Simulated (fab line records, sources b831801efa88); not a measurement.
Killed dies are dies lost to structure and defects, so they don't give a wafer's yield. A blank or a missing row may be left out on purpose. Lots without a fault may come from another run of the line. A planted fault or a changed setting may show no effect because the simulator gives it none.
fab line records | flow gf180mcu
record lots=7 wafers=21 last_day=34
route steps=602 shown TOP_METAL@571
lots that met no fault: from a run of the same line without faults
start_h: hours from the record's first day to the start of the lot's first wafer shown | wait_h: hours since the lot's step before | " the same as in the row above | L1.1+2: a row that stands for several wafers | - no value, or no start given | * or withheld: withheld | < > ~ a bound
route shown NAME@n: a module of which the file shows steps, and the number in the route of the first | usual: mean/standard deviation of fault-free wafers | same: alike in all rows | chamber/n: place in a boat | sites: the reading at each site | _std_site: their standard deviation | _edge_site: outer sites' mean less inner sites' | radius_mm: how far each site lies from the wafer's centre | mask NAME#n: copy n | behind: the tool/chamber that last shaped the wafer | hold: why the lot was held/for how many hours/how that ended | device: the transistor (n, p or np) that didn't switch | end of line: the same wafers' tests at the end of the route | a step without rows: its recipe alone | killed: dies lost to structure and defects at the first sort, not the wafer's yield | map: a wafer's dies, x killed, . not, _ none there
set.NAME: the setting as run; set.NAME@STEP: as run at that earlier step | model.NAME: the simulator's own value behind a step, which no gauge read
lots at some steps of the route; a table a step, a row a wafer
services: from which hour (start_h, from the record's first day; less than 0 if before it) a tool's chamber was out of use, for how many hours, and why
## steps
# step GF_TOP_METAL_SPUTTER_04
# recipe material=TiN target_thk_nm=25 power_w=6500 time_s=20.8 chamber_pressure_pa=0.4
# usual throttle_valve_pct=30.4/0.98
# columns lot.wafer tool chamber start_h wait_h throttle_valve_pct
L418.1 pvd_sputter-03 - 685.83 0.0 31.8
L418.3 " - " " 31.2
L418.4 " - " " 30.9
L423.1 pvd_sputter-03 - 724.35 0.0 30.0
L423.2 " - " " 31.5
L423.4 " - " " 31.0
L424.2 pvd_sputter-02 - 736.38 0.0 31.1
L424.3 " - " " 30.4
L424.5 " - " " 30.9
L425.2 pvd_sputter-01 - 741.73 0.0 30.1
L425.4 " - " " 28.2
L425.5 " - " " 28.6
L427.2 pvd_sputter-02 - 745.51 0.0 30.8
L427.3 " - " " 30.5
L427.6 " - " " 30.5
L426.2 pvd_sputter-01 - 752.17 0.0 29.1
L426.5 " - " " 31.4
L426.6 " - " " 28.3
L434.3 pvd_sputter-01 - 787.92 0.0 31.6
L434.4 " - " " 29.3
L434.5 " - " " 31.7
# step GF_TOP_METAL_RS_MEAS_05
# recipe thk_meas_gauge=four-point-probe reads=TiN_of_TOP_METAL_SPUTTER_04+Ti_of_TOP_METAL_SPUTTER_03+AlCu_of_TOP_METAL_SPUTTER_02+TiN_of_TOP_METAL_SPUTTER_01+Ti_of_TOP_METAL_SPUTTER_00
# usual TOP_METAL_ALCU_RS=0.0326/0.00057
# columns lot.wafer tool chamber start_h wait_h TOP_METAL_ALCU_RS[ohm/sq]
L418.1 film_metro-02 - 685.86 0.0 0.0332
L418.3 " - " " 0.0325
L418.4 " - " " 0.0330
L423.1 film_metro-02 - 724.38 0.0 0.0330
L423.2 " - " " 0.0339
L423.4 " - " " 0.0330
L424.2 film_metro-02 - 736.42 0.0 0.0319
L424.3 " - " " 0.0320
L424.5 " - " " 0.0323
L425.2 film_metro-02 - 741.82 0.1 0.0328
L425.4 " - " " 0.0329
L425.5 " - " " 0.0328
L427.2 film_metro-01 - 745.55 0.0 0.0320
L427.3 " - " " 0.0323
L427.6 " - " " 0.0322
L426.2 film_metro-01 - 752.22 0.0 0.0331
L426.5 " - " " 0.0333
L426.6 " - " " 0.0327
L434.3 film_metro-04 - 787.99 0.1 0.0334
L434.4 " - " " 0.0334
L434.5 " - " " 0.0333
# step GF_TOP_METAL_THK_MEAS_06
# recipe thk_meas_gauge=xrf reads=AlCu_of_TOP_METAL_SPUTTER_02
# usual TOP_METAL_ALCU_THK=910/15
# columns lot.wafer tool chamber start_h wait_h TOP_METAL_ALCU_THK[nm]
L418.1 film_metro-02 - 685.98 0.1 893
L418.3 " - " " 910
L418.4 " - " " 898
L423.1 film_metro-02 - 724.50 0.1 898
L423.2 " - " " 877
L423.4 " - " " 893
L424.2 film_metro-02 - 736.53 0.1 927
L424.3 " - " " 924
L424.5 " - " " 913
L425.2 film_metro-02 - 741.93 0.1 904
L425.4 " - " " 902
L425.5 " - " " 898
L427.2 film_metro-01 - 745.66 0.1 926
L427.3 " - " " 919
L427.6 " - " " 921
L426.2 film_metro-01 - 752.33 0.1 900
L426.5 " - " " 890
L426.6 " - " " 910
L434.3 film_metro-04 - 788.09 0.1 881
L434.4 " - " " 887
L434.5 " - " " 889
# step GF_TOP_METAL_DEHYDRATE_07
# recipe temp_c=200 time_s=60
# step GF_TOP_METAL_HMDS_08
# recipe prime_time_s=60 prime_temp_c=120
# step GF_TOP_METAL_COAT_09
# recipe resist=NOVOLAK spin_rpm=3000 resist_thk_nm=1500
# step GF_TOP_METAL_SOFTBAKE_10
# recipe temp_c=90 time_s=60 resist=NOVOLAK
# step GF_TOP_METAL_EXPOSE_11
# recipe mask_id=MetalTop target_cd_nm=440 na=0.6 source_shape=conventional sigma_outer=0.6 dose_mj=170
# step GF_TOP_METAL_PEB_12
# recipe temp_c=withheld time_s=* resist=NOVOLAK
# step GF_TOP_METAL_DEVELOP_13
# recipe develop_time_s=61.69 dev_temp_c=23
# step GF_TOP_METAL_CD_MEAS_14
# recipe target_cd_nm=440
# usual cd_nm=440.0/2.3
# columns lot.wafer tool chamber start_h wait_h cd_nm
L418.1 cd_sem-01 - 704.35 0.1 440.5
L418.3 " - " " 438.3
L418.4 " - " " 441.0
L423.1 cd_sem-01 - 741.95 0.1 440.2
L423.2 " - " " 443.2
L423.4 " - " " 441.4
L424.2 cd_sem-01 - 753.37 0.1 440.1
L424.3 " - " " 440.8
L424.5 " - " " 439.3
L425.2 cd_sem-01 - 758.77 0.1 441.6
L425.4 " - " " 442.6
L425.5 " - " " 443.0
L427.2 cd_sem-01 - 762.12 0.1 439.7
L427.3 " - " " 436.8
L427.6 " - " " 437.7
L426.2 cd_sem-01 - 768.82 0.1 439.2
L426.5 " - " " 438.0
L426.6 " - " " 436.6
L434.3 cd_sem-01 - 803.23 0.1 437.1
L434.4 " - " " 437.4
L434.5 " - " " 439.6
# step GF_TOP_METAL_OVL_MEAS_15
# usual TOP_METAL_OVL=0.2/1.4
# columns lot.wafer tool chamber start_h wait_h TOP_METAL_OVL[nm]
L418.1 overlay-02 - 704.47 0.1 2.1
L418.3 " - " " 0.4
L418.4 " - " " -0.3
L423.1 overlay-01 - 742.07 0.1 -0.1
L423.2 " - " " 0.7
L423.4 " - " " -0.3
L424.2 overlay-02 - 753.47 0.1 0.4
L424.3 " - " " 0.3
L424.5 " - " " -0.3
L425.2 overlay-02 - 758.87 0.1 -2.2
L425.4 " - " " -1.3
L425.5 " - " " -1.0
L427.2 overlay-02 - 762.22 0.1 -2.0
L427.3 " - " " -0.2
L427.6 " - " " -0.6
L426.2 overlay-01 - 768.92 0.1 0.6
L426.5 " - " " 0.7
L426.6 " - " " 0.4
L434.3 overlay-01 - 803.33 0.1 2.3
L434.4 " - " " 4.1
L434.5 " - " " 3.3
# step GF_TOP_METAL_METAL_ETCH_16
# recipe chemistry=Cl2/BCl3 mask_material=NOVOLAK target_depth_nm=1077.5 stop_on=SiO2 pressure_mtorr=8 icp_w=800 bias_w=140 Cl2_flow_sccm=80 bcl3_flow_sccm=40 time_s=179.6
# usual bcl3_flow_sccm=39.96/0.13 bias_w=140.0/0.41 drypump_motor_current_A=5.7/0.38 oes_product_au=0.968/0.01 throttle_valve_pct=28.253/0.013
# columns lot.wafer tool chamber start_h wait_h bcl3_flow_sccm bias_w drypump_motor_current_A oes_product_au rf_hours_counter_h throttle_valve_pct model.NOVOLAK_of_TOP_METAL_COAT_09.thk_nm
L418.1 rie_metal-01 1 704.51 0.0 39.95 139.9 6.3 0.956 5 28.255 1059
L418.3 " 1 " " 40.00 140.1 6.3 0.965 - 28.264 1059
L418.4 " 0 " " 39.94 140.1 5.2 0.966 - 28.236 1071
L423.1 rie_metal-02 1 742.10 0.0 40.15 140.5 5.7 0.966 4 28.256 1071
L423.2 " 1 " " 39.77 140.3 5.7 0.938 - 28.268 1080
L423.4 " 1 " " 39.94 140.9 5.7 0.964 - 28.256 1067
L424.2 rie_metal-02 1 753.50 0.0 - - - - - - 1502
L424.3 " 0 " " - - - - - - 1506
L424.5 " 1 " " - - - - - - 1508
L425.2 rie_metal-02 0 758.90 0.0 - - - - - - 1503
L425.4 " 1 " " - - - - - - 1499
L425.5 " 1 " " - - - - - - 1499
L427.2 rie_metal-04 0 762.25 0.0 - - - - - - 1509
L427.3 " 0 " " - - - - - - 1507
L427.6 " 1 " " - - - - - - 1508
L426.2 rie_metal-04 0 768.95 0.0 39.96 140.6 6.1 0.960 2 28.249 1082
L426.5 " 0 " " 39.89 139.7 6.1 0.959 - 28.270 1080
L426.6 " 1 " " 39.98 139.8 5.8 0.971 - 28.249 1076
L434.3 rie_metal-02 0 803.41 0.1 40.07 140.0 5.4 0.949 - 28.258 1065
L434.4 " 1 " " 40.05 139.9 5.7 0.952 - 28.277 1075
L434.5 " 1 " " 40.02 140.6 5.7 0.958 - 28.269 1067
# step GF_TOP_METAL_STRIP_17
# recipe chemistry=O2/N2 power_w=1400 pressure_mtorr=1500 platen_temp_c=250 o2_flow_sccm=3000 n2_flow_sccm=300 overash_fraction=0.5
# usual drypump_motor_current_A=5.6/0.41 heater_power_w=332/26 o2_flow_sccm=2998/9.2 oes_product_au=0.710/0.0045 strip_time_to_endpoint_s=13.44/0.086
# columns lot.wafer tool chamber start_h wait_h drypump_motor_current_A heater_power_w o2_flow_sccm oes_product_au rf_hours_counter_h strip_time_to_endpoint_s
L418.1 plasma_asher-01 0 704.68 0.1 5.6 343 3014 0.714 92 13.32
L418.3 " 0 " " 5.6 349 2993 0.709 - 13.35
L418.4 " 1 " " 6.0 342 2992 0.715 - 13.47
L423.1 plasma_asher-04 0 742.45 0.3 5.0 325 2995 0.707 31 13.46
L423.2 " 1 " " 6.0 298 2991 0.705 31 13.56
L423.4 " 0 " " 5.0 324 2999 0.713 - 13.42
L424.2 plasma_asher-02 0 753.68 0.1 5.3 377 2991 0.710 1 18.25
L424.3 " 1 " " 6.0 314 2987 0.721 - 18.29
L424.5 " 1 " " 5.9 304 3011 0.710 - 18.31
L425.2 plasma_asher-04 1 759.08 0.1 6.0 304 3005 0.722 32 18.26
L425.4 " 0 " " 5.0 339 3001 0.712 - 18.21
L425.5 " 1 " " 6.0 302 2977 0.721 - 18.22
L427.2 plasma_asher-02 0 762.43 0.1 5.3 378 3002 0.708 2 18.33
L427.3 " 0 " " 5.3 374 3010 0.714 - 18.32
L427.6 " 0 " " 5.3 369 3003 0.719 - 18.31
L426.2 plasma_asher-02 1 769.13 0.1 6.0 300 2995 0.708 3 13.60
L426.5 " 0 " " 5.2 377 3006 0.712 - 13.58
L426.6 " 1 " " 6.0 300 2986 0.718 - 13.52
L434.3 plasma_asher-01 0 803.56 0.1 5.6 341 2999 0.714 - 13.41
L434.4 " 1 " " 6.1 361 2989 0.709 - 13.51
L434.5 " 1 " " 6.1 339 2988 0.710 - 13.42
# step GF_TOP_METAL_STRIP_18
# recipe chemistry=post_etch_residue_remover time_s=1200 temp_c=72.5
## services
# columns tool chamber start_h hours kind
pvd_sputter-02 1 666.95 - consumable_replace:kit
pvd_sputter-02 1 666.95 18.0 scheduled_down
pvd_sputter-02 1 666.95 18.0 vent_cycle
pvd_sputter-01 - 673.84 2.4 repair
pvd_sputter-02 - 682.05 7.9 repair
pvd_sputter-03 - 686.16 4.2 repair
rie_metal-01 0 692.18 1.8 repair
rie_metal-04 0 705.81 1.0 repair
rie_metal-04 0 706.79 - clean
rie_metal-04 0 706.79 29.2 scheduled_down
rie_metal-04 0 706.79 29.2 vent_cycle
plasma_asher-02 - 733.75 9.0 pm
plasma_asher-02 0 733.75 9.0 vent_cycle
plasma_asher-02 1 733.75 9.0 vent_cycle
rie_metal-02 0 739.12 13.0 repair
plasma_asher-02 0 742.75 - clean
plasma_asher-02 1 742.75 - clean
pvd_sputter-01 - 755.67 7.6 repair
pvd_sputter-01 2 770.18 - consumable_replace:kit
pvd_sputter-01 2 770.18 18.0 scheduled_down
pvd_sputter-01 2 770.18 18.0 vent_cycle
plasma_asher-04 - 774.03 4.3 pm
plasma_asher-04 - 786.17 27.2 repair
rie_metal-02 - 801.50 0.9 repair
## key
first_sign step=GF_TOP_METAL_METAL_ETCH_16 reading=tool_record direction=missing
effect step=GF_TOP_METAL_STRIP_17 reading=strip_time_to_endpoint_s direction=up sigmas=56 usual=* struck=*
model_effect step=GF_TOP_METAL_METAL_ETCH_16 value=NOVOLAK_of_TOP_METAL_COAT_09.thk_nm without=1075 struck=1505
met_at GF_TOP_METAL_METAL_ETCH_16
struck_wafers L424.2,L424.3,L424.5,L425.2,L425.4,L425.5,L427.2,L427.3,L427.6
later_rows_left_out L424.2,L424.3,L424.5,L425.2,L425.4,L425.5,L427.2,L427.3,L427.6
sort_left_out L424.2,L424.3,L424.5,L425.2,L425.4,L425.5,L427.2,L427.3,L427.6
onset_between 742.10 753.50
fault kind=skipped_step_whole tool=rie_metal-02,rie_metal-04 chamber=- onset_h=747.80 steps=GF_TOP_METAL_METAL_ETCH_16 scope=struck_lots_only
# sort_left_out: the simulated sort isn't trusted on such a fault, so these wafers' sort isn't shown, and their yield isn't known
# later_rows_left_out: the simulator's readings of these wafers behind a module that went badly wrong aren't trusted and aren't shown, but for the sort
